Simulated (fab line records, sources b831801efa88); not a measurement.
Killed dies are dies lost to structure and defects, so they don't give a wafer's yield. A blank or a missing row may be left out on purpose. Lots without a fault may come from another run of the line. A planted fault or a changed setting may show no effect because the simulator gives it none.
A struck lot beside a sound one | flow sky130 | 19 steps out of a route of 708
Sound: wafers L338.1, L338.4, L338.5. Struck: wafers L355.1, L355.5, L355.6. The cause comes at the end.
At each step with rows: each side's tool, then ch and its chambers, then its first start. Under that, the readings that differ: sound wafers | struck wafers | difference of the means | sigmas: that difference in standard deviations of wafers without a fault.
alike: readings whose means differ by less than 2 such deviations, and words and numbers that are the same on both sides. not compared: withheld readings, readings that some wafer has no value for, bounds like >300 that may hide the same value, and numbers for which the record gives no deviation and whose values overlap.
The two part at a step that has a row with sigmas, a row that says differs or no value, or rows on one side only. Numbers that don't overlap but have no deviation are shown without sigmas and don't part them. A reading that every wafer of one side lacks parts them only if that side has two wafers or more.

SKY_POLY_GATE_CD_MEAS_22:
  sound on cd_sem-01, day 16 20:49; struck on cd_sem-01, day 23 07:32
  reading    | sound             | struck            | difference | sigmas
  cd_nm (nm) | 148.8 144.3 149.4 | 153.7 152.3 153.2 | +5.6       | +3
then, 7 steps without rows for these wafers: SKY_LDD_N_DEHYDRATE_00 (time 60 s); SKY_LDD_N_HMDS_01 (prime time 60 s); SKY_LDD_N_COAT_02 (resist thk 300 nm); SKY_LDD_N_SOFTBAKE_03 (time 60 s); SKY_LDD_N_EXPOSE_04 (exposes mask NTM, target cd 840 nm); SKY_LDD_N_PEB_05; SKY_LDD_N_DEVELOP_06 (develop time 60 s).
SKY_LDD_N_OVL_MEAS_07:
  sound on overlay-01, day 18 01:40; struck on overlay-01, day 24 13:16
  alike: LDD_N_OVL
then, 3 steps without rows for these wafers: SKY_LDD_N_IMPLANT_08; SKY_LDD_N_IMPLANT_09; SKY_LDD_N_IMPLANT_10.
SKY_LDD_N_IMPLANT_11:
  sound on implanter-04 ch 0, day 18 02:09; struck on implanter-04, day 24 13:45
  no value came back on the struck wafers for beam_energy_keV, beam_on_s (s); on the sound wafers beam_energy_keV reads 19.998 19.989 19.995
then, 4 steps without rows for these wafers: SKY_LDD_N_IMPLANT_12; SKY_LDD_N_IMPLANT_13; SKY_LDD_N_IMPLANT_14; SKY_LDD_N_IMPLANT_15.
SKY_LDD_N_STRIP_16: strips in O2/N2.
  sound on plasma_asher-04 ch 0,1, day 18 02:54; struck on plasma_asher-01 ch 0,1, day 24 14:30
  reading                      | sound             | struck            | difference | sigmas
  strip_time_to_endpoint_s (s) | 4.317 4.316 4.313 | 4.156 4.179 4.153 | -0.153     | -12
  alike: drypump_motor_current_A, o2_flow_sccm, oes_product_au
  not compared: rf_hours_counter_h
SKY_LDD_N_TW_MEAS_17:
  sound on film_metro-01, day 18 03:00; struck on film_metro-04, day 24 14:36
  reading  | sound          | struck         | difference | sigmas
  LDD_N_TW | 2568 2583 2588 | 2445 2448 2443 | -134       | -8

WHERE THEY PART
First at SKY_POLY_GATE_CD_MEAS_22; last, within this record, at SKY_LDD_N_TW_MEAS_17.

WHY: what the simulator had put in
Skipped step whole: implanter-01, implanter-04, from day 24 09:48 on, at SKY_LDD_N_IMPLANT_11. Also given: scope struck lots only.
